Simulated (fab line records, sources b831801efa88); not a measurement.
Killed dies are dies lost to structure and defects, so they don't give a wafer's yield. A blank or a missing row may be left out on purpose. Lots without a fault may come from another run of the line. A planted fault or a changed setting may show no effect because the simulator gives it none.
fab line records | flow sfq_line
record lots=13 wafers=39 last_day=91
route steps=325 shown M4@161 I4@166 JJ@179 M5@206
lots that met no fault: from a run of the same line without faults
start_h: hours from the record's first day to the start of the lot's first wafer shown | wait_h: hours since the lot's step before | " the same as in the row above | L1.1+2: a row that stands for several wafers | - no value, or no start given | * or withheld: withheld | < > ~ a bound
route shown NAME@n: a module of which the file shows steps, and the number in the route of the first | usual: mean/standard deviation of fault-free wafers | same: alike in all rows | chamber/n: place in a boat | sites: the reading at each site | _std_site: their standard deviation | _edge_site: outer sites' mean less inner sites' | radius_mm: how far each site lies from the wafer's centre | mask NAME#n: copy n | behind: the tool/chamber that last shaped the wafer | hold: why the lot was held/for how many hours/how that ended | device: the transistor (n, p or np) that didn't switch | end of line: the same wafers' tests at the end of the route | a step without rows: its recipe alone | killed: dies lost to structure and defects at the first sort, not the wafer's yield | map: a wafer's dies, x killed, . not, _ none there
set.NAME: the setting as run; set.NAME@STEP: as run at that earlier step | model.NAME: the simulator's own value behind a step, which no gauge read
steps of the route over a sample of lots; a table a step, a row a wafer
services: from which hour (start_h, from the record's first day; less than 0 if before it) a tool's chamber was out of use, for how many hours, and why
## steps
# step SFQ_TRILAYER_M4_STRIP_STRIP_097
# recipe gas=O2 power_w=200 platen_temp_c=40 overash_fraction=0.65 chemistry=O2 pressure_mtorr=50
# usual drypump_motor_current_A=5.9/0.42 oes_product_au=1.000/0.0085
# columns lot.wafer tool chamber start_h wait_h drypump_motor_current_A oes_product_au rf_hours_counter_h
L195.3 rie_metal-01 1 1048.62 0.2 5.9 1.008 -
L195.4 " 0 " " 6.5 0.998 -
L195.6 " 0 " " 6.5 0.992 -
L196.2 rie_metal-03 1 1056.98 0.1 6.0 0.995 112
L196.3 " 1 " " 6.0 0.996 -
L196.5 " 1 " " 6.0 0.997 -
L197.1 rie_metal-03 0 1188.28 0.1 6.1 1.019 48
L197.3 " 1 " " 6.0 1.004 -
L197.4 " 0 " " 6.1 1.004 -
L199.1 rie_metal-04 1 1204.93 0.1 5.8 1.009 131
L199.2 " 0 " " 5.1 1.003 70
L199.4 " 1 " " 5.8 1.002 -
L201.2 rie_metal-01 1 1209.73 0.1 5.9 1.010 57
L201.4 " 0 " " 6.5 0.997 -
L201.5 " 1 " " 5.9 0.997 -
L202.4 rie_metal-04 0 1218.45 0.2 5.1 1.002 -
L202.5 " 1 " " 5.8 0.996 -
L202.6 " 0 " " 5.1 0.994 -
L205.1 rie_metal-01 1 1277.96 0.1 5.9 0.993 68
L205.4 " 0 " " 6.5 0.988 -
L205.5 " 0 " " 6.4 0.993 -
L206.2 rie_metal-01 1 1293.65 0.1 5.9 0.982 70
L206.5 " 0 " " 6.4 0.983 -
L206.6 " 1 " " 5.9 0.990 -
L207.2 rie_metal-01 0 1297.25 0.1 6.4 0.993 119
L207.3 " 1 " " 5.9 0.992 -
L207.6 " 1 " " 5.9 0.999 -
L210.3 rie_metal-01 1 1326.25 0.2 5.9 1.004 -
L210.5 " 0 " " 6.5 0.993 -
L210.6 " 1 " " 5.9 1.001 -
L211.1 rie_metal-04 0 1329.65 0.1 5.1 0.998 91
L211.2 " 1 " " 5.8 0.999 11
L211.6 " 1 " " 5.8 1.011 -
L214.1 rie_metal-03 1 1359.78 0.1 6.0 1.011 21
L214.4 " 0 " " 6.1 1.015 -
L214.5 " 1 " " 6.0 1.006 -
L218.1 rie_metal-04 1 1387.92 0.1 5.8 0.996 21
L218.3 " 0 " " 5.1 1.004 -
L218.5 " 0 " " 5.1 0.991 -
# step SFQ_TRILAYER_I4_METRO_MEASURE_101
# usual thk_nm=200.2/0.82
# columns lot.wafer tool chamber start_h wait_h thk_nm
L195.3 film_metro-02 - 1056.73 0.5 199.3
L195.4 " - " " 201.2
L195.6 " - " " 200.4
L196.2 film_metro-02 - 1066.94 0.3 199.7
L196.3 " - " " 201.2
L196.5 " - " " 199.8
L197.1 film_metro-01 - 1194.66 0.1 200.0
L197.3 " - " " 200.5
L197.4 " - " " 199.3
L199.1 film_metro-02 - 1209.46 0.1 200.2
L199.2 " - " " 199.2
L199.4 " - " " 198.9
L201.2 film_metro-02 - 1213.90 0.3 199.8
L201.4 " - " " 199.9
L201.5 " - " " 198.8
L202.4 film_metro-01 - 1225.41 0.6 201.3
L202.5 " - " " 200.8
L202.6 " - " " 201.1
L205.1 film_metro-03 - 1281.93 0.1 200.6
L205.4 " - " " 199.1
L205.5 " - " " 200.2
L206.2 film_metro-03 - 1297.83 0.3 200.1
L206.5 " - " " 201.6
L206.6 " - " " 199.0
L207.2 film_metro-01 - 1303.83 0.3 200.7
L207.3 " - " " 200.2
L207.6 " - " " 199.8
L210.3 film_metro-01 - 1331.03 0.5 199.2
L210.5 " - " " 200.4
L210.6 " - " " 200.0
L211.1 film_metro-03 - 1333.80 0.1 201.0
L211.2 " - " " 201.1
L211.6 " - " " 201.2
L214.1 film_metro-02 - 1366.03 0.1 200.8
L214.4 " - " " 200.0
L214.5 " - " " 200.8
L218.1 film_metro-03 - 1391.90 0.1 200.0
L218.3 " - " " 199.2
L218.5 " - " " 199.4
# step SFQ_TRILAYER_JJ_TRILAYER_DEP_SPUTTER_109
# recipe material=Nb base_pressure_pa=1.33e-06 chamber_pressure_pa=0.1333 substrate_temp_c=20 target_thk_nm=150 power_w=2000 time_s=100
# usual cathode_dc_power_W=2000.0/0.36 throttle_valve_pct=30.2/1.1
# columns lot.wafer tool chamber start_h wait_h cathode_dc_power_W throttle_valve_pct
L195.3 pvd_sputter-03 - 1061.48 0.0 2000.1 30.6
L195.4 " - " " 2000.6 31.6
L195.6 " - " " 2000.2 28.1
L196.2 pvd_sputter-05 - 1072.06 0.0 1999.9 30.0
L196.3 " - " " 2000.0 30.4
L196.5 " - " " 2000.3 31.1
L197.1 pvd_sputter-05 - 1200.87 0.0 2000.6 30.2
L197.3 " - " " 2000.9 31.0
L197.4 " - " " 2000.1 30.4
L199.1 pvd_sputter-03 - 1213.90 0.0 2000.5 31.7
L199.2 " - " " 1999.9 30.1
L199.4 " - " " 1999.5 27.7
L201.2 pvd_sputter-04 - 1222.61 0.0 2000.0 31.1
L201.4 " - " " 1999.8 31.2
L201.5 " - " " 2000.0 29.3
L202.4 pvd_sputter-05 - 1234.61 0.0 2000.5 30.2
L202.5 " - " " 2000.0 30.2
L202.6 " - " " 2000.4 30.3
L205.1 pvd_sputter-04 - 1286.60 0.0 1999.9 30.9
L205.4 " - " " 1999.8 29.8
L205.5 " - " " 2000.4 31.2
L206.2 pvd_sputter-04 - 1302.20 0.0 2001.1 31.3
L206.5 " - " " 1999.6 31.1
L206.6 " - " " 1999.5 29.0
L207.2 pvd_sputter-04 - 1308.07 0.0 2000.3 31.3
L207.3 " - " " 1999.9 30.8
L207.6 " - " " 1999.9 29.2
L210.3 pvd_sputter-03 - 1335.07 0.0 2000.2 27.8
L210.5 " - " " 2000.6 27.7
L210.6 " - " " 1999.9 30.1
L211.1 pvd_sputter-04 - 1338.77 0.0 1999.9 29.1
L211.2 " - " " 2118.9 29.8
L211.6 " - " " 1999.5 31.3
L214.1 pvd_sputter-05 - 1370.47 0.0 2000.0 30.0
L214.4 " - " " 1999.9 30.6
L214.5 " - " " 1999.5 30.1
L218.1 pvd_sputter-03 - 1523.95 0.0 1999.9 27.6
L218.3 " - " " 1999.5 30.2
L218.5 " - " " 2000.4 28.1
# step SFQ_JJ_OVL_MEAS_931
# usual J5_OVL=2/4.8
# columns lot.wafer tool chamber start_h wait_h J5_OVL[nm]
L195.3 overlay-01 - 1192.87 0.1 10
L195.4 " - " " 11
L195.6 " - " " 3
L196.2 overlay-01 - 1198.67 0.1 -3
L196.3 " - " " 0
L196.5 " - " " 0
L197.1 overlay-02 - 1204.82 0.1 -4
L197.3 " - " " -3
L197.4 " - " " -6
L199.1 overlay-01 - 1222.81 0.1 4
L199.2 " - " " 3
L199.4 " - " " 11
L201.2 overlay-01 - 1227.61 0.1 1
L201.4 " - " " -1
L201.5 " - " " 1
L202.4 overlay-01 - 1239.62 0.1 3
L202.5 " - " " -1
L202.6 " - " " 6
L205.1 overlay-02 - 1291.63 0.1 0
L205.4 " - " " 5
L205.5 " - " " 0
L206.2 overlay-02 - 1305.81 0.1 1
L206.5 " - " " 2
L206.6 " - " " 2
L207.2 overlay-01 - 1311.96 0.1 4
L207.3 " - " " 6
L207.6 " - " " 4
L210.3 overlay-01 - 1338.99 0.1 -5
L210.5 " - " " 0
L210.6 " - " " 6
L211.1 overlay-01 - 1342.74 0.1 -1
L211.2 " - " " 1
L211.6 " - " " 5
L214.1 overlay-02 - 1374.67 0.1 -2
L214.4 " - " " -1
L214.5 " - " " -1
L218.1 overlay-01 - 1527.66 0.1 13
L218.3 " - " " 7
L218.5 " - " " 7
# step SFQ_TRILAYER_M5_ETCH_METAL_ETCH_126
# recipe target=Nb stop_on=SiO2 mask_material=PR over_etch_frac=0.15 time_s=203.2 chemistry=Cl2/BCl3 target_depth_nm=265 icp_w=600 bias_w=80 pressure_mtorr=10
# usual drypump_motor_current_A=6.07/0.28 oes_product_au=0.727/0.0054
# columns lot.wafer tool chamber start_h wait_h drypump_motor_current_A oes_product_au rf_hours_counter_h
L195.3 rie_metal-03 0 1201.35 0.1 6.07 0.725 -
L195.4 " 1 " " 6.00 0.732 -
L195.6 " 1 " " 6.00 0.726 -
L196.2 rie_metal-01 0 1203.72 0.0 6.47 0.731 104
L196.3 " 0 " " 6.47 0.724 -
L196.5 " 1 " " 5.92 0.722 -
L197.1 rie_metal-03 0 1210.10 0.1 6.08 0.724 53
L197.3 " 0 " " 6.07 0.734 -
L197.4 " 0 " " 6.08 0.730 -
L199.1 rie_metal-03 0 1232.50 0.0 6.09 0.740 59
L199.2 " 1 " " 5.99 0.735 2
L199.4 " 1 " " 6.01 0.726 -
L201.2 rie_metal-01 0 1238.50 0.0 6.44 0.728 110
L201.4 " 1 " " 5.92 0.729 -
L201.5 " 1 " " 5.96 0.727 -
L202.4 rie_metal-01 0 1245.37 0.1 6.47 0.729 -
L202.5 " 1 " " 5.88 0.741 -
L202.6 " 0 " " 6.45 0.732 -
L205.1 rie_metal-03 0 1296.81 0.0 6.10 0.727 68
L205.4 " 1 " " 6.00 0.727 -
L205.5 " 0 " " 6.09 0.716 -
L206.2 rie_metal-03 0 1310.85 0.0 6.07 0.727 70
L206.5 " 1 " " 6.00 0.724 -
L206.6 " 0 " " 6.09 0.724 -
L207.2 rie_metal-02 1 1317.01 0.0 5.42 0.730 121
L207.3 " 0 " " 6.33 0.731 -
L207.6 " 1 " " 5.44 0.731 -
L210.3 rie_metal-03 0 1344.10 0.1 6.10 0.724 -
L210.5 " 1 " " 5.98 0.723 -
L210.6 " 0 " " 6.11 0.719 -
L211.1 rie_metal-03 0 1347.79 0.0 6.08 0.723 76
L211.2 " 1 " " 6.00 0.744 19
L211.6 " 0 " " 6.08 0.719 -
L214.1 rie_metal-01 1 1379.75 0.0 5.92 0.726 86
L214.4 " 0 " " 6.43 0.716 -
L214.5 " 1 " " 5.90 0.729 -
L218.1 rie_metal-01 1 1538.28 0.0 5.88 0.718 109
L218.3 " 0 " " 6.47 0.720 -
L218.5 " 1 " " 5.90 0.719 -
## services
# columns tool chamber start_h hours kind
film_metro-02 - 1028.93 0.6 pm
film_metro-02 - 1034.38 10.5 pm
pvd_sputter-05 - 1046.92 1.5 repair
film_metro-03 - 1047.27 0.7 pm
pvd_sputter-05 - 1058.64 5.4 repair
rie_metal-04 0 1063.00 20.2 repair
film_metro-03 - 1066.11 4.9 pm
rie_metal-01 - 1103.14 1.4 pm
film_metro-01 - 1111.62 1.9 pm
film_metro-03 - 1132.35 0.8 pm
rie_metal-01 - 1140.41 2.8 pm
film_metro-02 - 1170.74 1.9 pm
rie_metal-03 - 1182.65 0.5 repair
film_metro-02 - 1196.11 1.3 pm
pvd_sputter-04 - 1248.97 8.8 repair
rie_metal-03 - 1268.64 2.8 pm
rie_metal-01 - 1272.33 0.2 repair
film_metro-02 - 1273.93 0.3 pm
film_metro-02 - 1303.76 2.1 pm
rie_metal-03 - 1412.31 1.1 repair
film_metro-02 - 1415.74 1.0 pm
film_metro-02 - 1441.11 1.2 pm
rie_metal-03 1 1486.83 5.3 repair
film_metro-02 - 1518.93 0.5 pm
## key
first_sign step=SFQ_TRILAYER_JJ_TRILAYER_DEP_SPUTTER_109 reading=cathode_dc_power_W direction=up sigmas=99+ usual=2000.0 struck=2118.9
effect step=SFQ_TRILAYER_M5_ETCH_METAL_ETCH_126 reading=oes_product_au direction=up sigmas=3 usual=0.727 struck=0.744
met_at SFQ_TRILAYER_JJ_TRILAYER_DEP_SPUTTER_109
struck_lots L211
struck_wafers L211.2
not_acting_at SFQ_TRILAYER_M4_STRIP_STRIP_097,SFQ_TRILAYER_I4_METRO_MEASURE_101,SFQ_JJ_OVL_MEAS_931
onset_between 1286.60 1338.77
fault kind=process_parameter_drift tool=pvd_sputter-04 chamber=- onset_h=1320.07 steps=SFQ_TRILAYER_JJ_TRILAYER_DEP_SPUTTER_109 channel=power_w offset=118.42 shape=step end_h=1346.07 acts_in=these_recipes_only stated=2000 scope=struck_wafers_only
